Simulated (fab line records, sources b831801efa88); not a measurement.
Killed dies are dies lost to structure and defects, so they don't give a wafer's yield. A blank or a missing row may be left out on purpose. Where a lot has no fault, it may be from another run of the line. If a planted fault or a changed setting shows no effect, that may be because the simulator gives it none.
Which tool was responsible? :: flow gf180mcu :: Sampling: 13 lots, 39 wafers, 5 of 602 route steps

## WHAT EACH GAUGE READ, for each wafer
GF_STI_THK_MEAS_04.
lot: L199
measured: day 2 00:52
on: film-metro-02
STI_CVD_03_THK (nm): 205.8 204.9 205.8

lot: L200
measured: day 2 04:35
on: film-metro-01
STI_CVD_03_THK (nm): 213.0 211.3 211.6

lot: L202
measured: day 2 14:34
on: film-metro-04
STI_CVD_03_THK (nm): 210.7 209.5 206.6

lot: L203
measured: day 2 19:34
on: film-metro-04
STI_CVD_03_THK (nm): 206.9 205.3 204.3

lot: L204
measured: day 3 00:34
on: film-metro-04
STI_CVD_03_THK (nm): 204.7 203.9 205.9

lot: L205
measured: day 3 06:00
on: film-metro-01
STI_CVD_03_THK (nm): 205.6 205.0 204.3

lot: L207
measured: day 3 15:34
on: film-metro-01
STI_CVD_03_THK (nm): 206.7 206.4 205.8

lot: L208
measured: day 3 20:47
on: film-metro-02
STI_CVD_03_THK (nm): 212.3 210.1 210.6

lot: L209
measured: day 4 01:35
on: film-metro-02
STI_CVD_03_THK (nm): 208.0 205.3 206.5

lot: L210
measured: day 4 07:28
on: film-metro-04
STI_CVD_03_THK (nm): 212.1 210.1 210.5

lot: L218
measured: day 5 22:34
on: film-metro-01
STI_CVD_03_THK (nm): 208.9 209.4 210.1

lot: L219
measured: day 6 05:35
on: film-metro-01
STI_CVD_03_THK (nm): 210.4 209.9 209.9

lot: L220
measured: day 6 11:17
on: film-metro-02
STI_CVD_03_THK (nm): 211.5 210.3 210.5

GF_LVPWELL_TW_MEAS_11.
lot: L199
measured: day 4 10:10
on: film-metro-04
LVPWELL_TW: 559 557 558

lot: L200
measured: day 4 14:35
on: film-metro-04
LVPWELL_TW: 563 562 560

lot: L202
measured: day 5 02:43
on: film-metro-03
LVPWELL_TW: 568 566 573

lot: L203
measured: day 5 06:28
on: film-metro-03
LVPWELL_TW: 570 572 569

lot: L204
measured: day 5 13:25
on: film-metro-04
LVPWELL_TW: 563 559 558

lot: L205
measured: day 5 19:13
on: film-metro-03
LVPWELL_TW: 572 572 574

lot: L207
measured: day 6 05:07
on: film-metro-03
LVPWELL_TW: 570 570 569

lot: L208
measured: day 6 12:31
on: film-metro-03
LVPWELL_TW: 570 570 570

lot: L209
measured: day 6 17:51
on: film-metro-04
LVPWELL_TW: 559 556 560

lot: L210
measured: day 6 23:21
on: film-metro-03
LVPWELL_TW: 570 571 575

lot: L218
measured: day 8 19:43
on: film-metro-04
LVPWELL_TW: 560 563 562

lot: L219
measured: day 9 08:48
on: film-metro-04
LVPWELL_TW: 558 559 558

lot: L220
measured: day 9 07:52
on: film-metro-01
LVPWELL_TW: 571 570 568

GF_VT_IMPLANT_OVL_MEAS_18.
lot: L199
measured: day 6 21:44
on: overlay-01
VT_IMPLANT_01_OVL (nm): 2.3 -0.1 0.6

lot: L200
measured: day 7 02:11
on: overlay-02
VT_IMPLANT_01_OVL (nm): -1.2 -0.5 -2.0

lot: L202
measured: day 7 15:08
on: overlay-01
VT_IMPLANT_01_OVL (nm): 1.0 -0.6 0.0

lot: L203
measured: day 7 21:40
on: overlay-01
VT_IMPLANT_01_OVL (nm): 0.7 0.3 -1.5

lot: L204
measured: day 8 03:35
on: overlay-02
VT_IMPLANT_01_OVL (nm): 1.0 -0.4 0.4

lot: L205
measured: day 8 08:35
on: overlay-02
VT_IMPLANT_01_OVL (nm): 1.6 2.2 1.9

lot: L207
measured: day 8 21:20
on: overlay-01
VT_IMPLANT_01_OVL (nm): -2.8 -1.4 -1.4

lot: L208
measured: day 9 06:05
on: overlay-02
VT_IMPLANT_01_OVL (nm): - - -

lot: L209
measured: day 9 10:51
on: overlay-01
VT_IMPLANT_01_OVL (nm): - - -

lot: L210
measured: day 9 17:17
on: overlay-01
VT_IMPLANT_01_OVL (nm): 0.7 2.5 1.0

lot: L218
measured: day 11 19:02
on: overlay-01
VT_IMPLANT_01_OVL (nm): 1.5 0.0 0.6

lot: L219
measured: day 12 08:55
on: overlay-01
VT_IMPLANT_01_OVL (nm): 2.2 0.7 -0.6

lot: L220
measured: day 12 07:50
on: overlay-01
VT_IMPLANT_01_OVL (nm): 0.0 0.4 0.2

GF_VT_IMPLANT_TW_MEAS_21.
lot: L199
measured: day 6 22:01
on: film-metro-02
VT_IMPLANT_2_TW: 1214 1208 1213

lot: L200
measured: day 7 02:29
on: film-metro-02
VT_IMPLANT_2_TW: 1217 1217 1212

lot: L202
measured: day 7 15:25
on: film-metro-02
VT_IMPLANT_2_TW: 1214 1212 1214

lot: L203
measured: day 7 21:58
on: film-metro-04
VT_IMPLANT_2_TW: 1213 1218 1212

lot: L204
measured: day 8 03:52
on: film-metro-02
VT_IMPLANT_2_TW: 1217 1225 1212

lot: L205
measured: day 8 08:52
on: film-metro-02
VT_IMPLANT_2_TW: 1217 1227 1219

lot: L207
measured: day 8 21:37
on: film-metro-03
VT_IMPLANT_2_TW: 1240 1248 1241

lot: L208
measured: day 9 06:22
on: film-metro-03
VT_IMPLANT_2_TW: 31 31 31

lot: L209
measured: day 9 11:09
on: film-metro-02
VT_IMPLANT_2_TW: 30 30 30

lot: L210
measured: day 9 17:34
on: film-metro-04
VT_IMPLANT_2_TW: 1204 1213 1211

lot: L218
measured: day 11 19:19
on: film-metro-03
VT_IMPLANT_2_TW: 1253 1250 1246

lot: L219
measured: day 12 09:13
on: film-metro-04
VT_IMPLANT_2_TW: 1220 1217 1222

lot: L220
measured: day 12 08:07
on: film-metro-02
VT_IMPLANT_2_TW: 1221 1221 1226

## WHICH TOOL RAN EACH LOT (tool, then ch and the chambers of the sampled wafers, then the start)
lot: L199
GF_VT_IMPLANT_DEVELOP_17: litho-track-02 ch 0, day 6 21:36

lot: L200
GF_VT_IMPLANT_DEVELOP_17: litho-track-02 ch 0, day 7 02:04

lot: L202
GF_VT_IMPLANT_DEVELOP_17: litho-track-04 ch 0, day 7 14:59

lot: L203
GF_VT_IMPLANT_DEVELOP_17: litho-track-02 ch 0, day 7 21:31

lot: L204
GF_VT_IMPLANT_DEVELOP_17: litho-track-04 ch 0, day 8 03:26

lot: L205
GF_VT_IMPLANT_DEVELOP_17: litho-track-03 ch 0, day 8 08:26

lot: L207
GF_VT_IMPLANT_DEVELOP_17: litho-track-04 ch 0, day 8 21:11

lot: L208
GF_VT_IMPLANT_DEVELOP_17: litho-track-04 ch 0, day 9 05:56

lot: L209
GF_VT_IMPLANT_DEVELOP_17: litho-track-04 ch 0, day 9 10:45

lot: L210
GF_VT_IMPLANT_DEVELOP_17: litho-track-03 ch 0, day 9 17:08

lot: L218
GF_VT_IMPLANT_DEVELOP_17: litho-track-03 ch 0, day 11 18:53

lot: L219
GF_VT_IMPLANT_DEVELOP_17: litho-track-02 ch 0, day 12 08:46

lot: L220
GF_VT_IMPLANT_DEVELOP_17: litho-track-03 ch 0, day 12 07:41
- GF_VT_IMPLANT_DEVELOP_17: develop time 60 s.

## AS READ BY THE TOOLS THEMSELVES (means over the sampled wafers that have a number; for cases with no such wafer, the mark the record gives instead)
The record holds no such reading with a usual standard deviation.

## THE ANSWER, worked out from the rows above alone
Rule: what is usual is taken from the lots themselves. Put in order of their means at a reading, lots are off if they are a third of the lots or fewer, leave a main group of 4 or more, and stand apart from it by a gap of 3 or more times the standard deviation of the main group's means; of several such gaps the widest counts. A main group whose means are all the same, to the digits that the tables above print for the reading, isn't used. A lot without any number at a reading at which 4 lots or more have one is off too. The other lots that the step has rows for count as sound. The gauges are gone through in route order, then the tools' own readings, and for those a lot's mean is taken as printed above. The first step at which some lot is off is used, and at that step the reading that is off furthest; a lot without a number counts as furthest.
Off: L208, L209, seen at GF_VT_IMPLANT_OVL_MEAS_18 (VT_IMPLANT_01_OVL). Without a number there: L208, L209. Main group: mean 0.3 nm, sd 1.
If a tool, at a process step before that reading, ran all the lots that are off and no sound lot after the first of them, it fits. The gauges at GF_VT_IMPLANT_OVL_MEAS_18 aren't tried: what is off there is off at GF_VT_IMPLANT_TW_MEAS_21 too, on other tools, and a gauge's error can't cause that. One fits: litho-track-04 at GF_VT_IMPLANT_DEVELOP_17. Its last sound lot is L207 (day 8 21:11), its first lot that is off L208 (day 9 05:56): a fault that began between those two fits.

## WHAT HAD BEEN PUT IN BY THE SIMULATOR
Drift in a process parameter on litho-track-04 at GF_VT_IMPLANT_DEVELOP_17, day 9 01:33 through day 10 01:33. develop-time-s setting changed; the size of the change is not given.
Shown lots that were struck: L208, L209. The rule given above showed the same thing.
